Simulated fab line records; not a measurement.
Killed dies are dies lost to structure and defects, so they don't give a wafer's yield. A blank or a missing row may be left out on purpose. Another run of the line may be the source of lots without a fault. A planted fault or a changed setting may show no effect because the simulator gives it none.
Chamber matching + flow gf180mcu + GF_V2_CMP_26 on cmp-01 has 4 sister chambers
The step polishes, stops on SiO2, t overpolish 15 s, target thk 0 nm. 14 wafers are shown with their chamber, then 7 later ones without.

WAFERS WITH THEIR CHAMBER
| wafer  | chamber | motorCurrentA (A) | timeToEndpointS (s) | overpolishRunS (s) |
|--------|---------|-------------------|---------------------|--------------------|
| L429.2 | 3       | 13.5              | 83                  | 15.006             |
| L429.4 | 1       | 10.9              | 86                  | 15.003             |
| L429.5 | 1       | 11.0              | 84                  | 15.005             |
| L430.1 | 3       | 12.6              | 79                  | 14.990             |
| L430.3 | 0       | 11.4              | 81                  | 14.989             |
| L430.5 | 0       | 11.8              | 82                  | 14.999             |
| L439.3 | 2       | 11.1              | 84                  | 15.010             |
| L439.4 | 1       | 10.7              | 86                  | 14.988             |
| L439.5 | 1       | 10.8              | 87                  | 14.995             |
| L441.3 | 2       | 11.5              | 81                  | 15.008             |
| L441.4 | 1       | 10.6              | 89                  | 15.001             |
| L441.5 | 1       | 10.6              | 91                  | 15.007             |
| L446.1 | 1       | 10.7              | 86                  | 15.009             |
| L446.3 | 2       | 11.2              | 76                  | 14.998             |

SIGNATURES (averages over the wafers above)
| reading         | chamber 0 | chamber 1 | chamber 2 | chamber 3 | scatter within a chamber |
|-----------------|-----------|-----------|-----------|-----------|--------------------------|
| motorCurrentA   | 11.600    | 10.757    | 11.267    | 13.050    | 0.266                    |
| timeToEndpointS | 81.50     | 87.00     | 80.33     | 81.00     | 2.7                      |
| overpolishRunS  | 14.99400  | 15.00114  | 15.00533  | 14.99800  | 0.00765                  |
Rule: a wafer lies at a distance from a chamber equal to the root of the sum of squares, over the readings, of (its reading less the chamber's mean, divided by the reading's scatter). The wafer belongs to the nearest chamber; if the next one is less than 2 further off, it can't be placed. How the scatter is found: for the shown wafers, subtract from each reading the mean of its chamber, square and add these, divide the total by (wafers less chambers), then take the root.

WAFERS MISSING THEIR CHAMBER
| wafer  | motorCurrentA (A) | timeToEndpointS (s) | overpolishRunS (s) |
|--------|-------------------|---------------------|--------------------|
| L446.4 | 11.8              | 81                  | 15.000             |
| L447.2 | 11.4              | 81                  | 15.008             |
| L447.5 | 11.4              | 80                  | 14.999             |
| L447.6 | 12.0              | 85                  | 15.006             |
| L451.1 | 10.6              | 93                  | 15.001             |
| L451.2 | 11.4              | 83                  | 14.996             |
| L451.3 | 11.3              | 85                  | 14.992             |

EACH ONE'S CHAMBER
| wafer  | from the rows above          | in truth |
|--------|------------------------------|----------|
| L446.4 | can't be placed: 0 or 2      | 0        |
| L447.2 | can't be placed: 2 or 0      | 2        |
| L447.5 | can't be placed: 2 or 0      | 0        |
| L447.6 | can't be placed: 0 or 2 or 3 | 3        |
| L451.1 | 1                            | 1        |
| L451.2 | can't be placed: 0 or 2 or 1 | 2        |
| L451.3 | can't be placed: 0 or 2 or 1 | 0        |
Placed correctly: 1 of 7. Cannot be placed on the basis of these rows: 6; the candidates contain the true chamber in 6. Placed wrongly: 0.
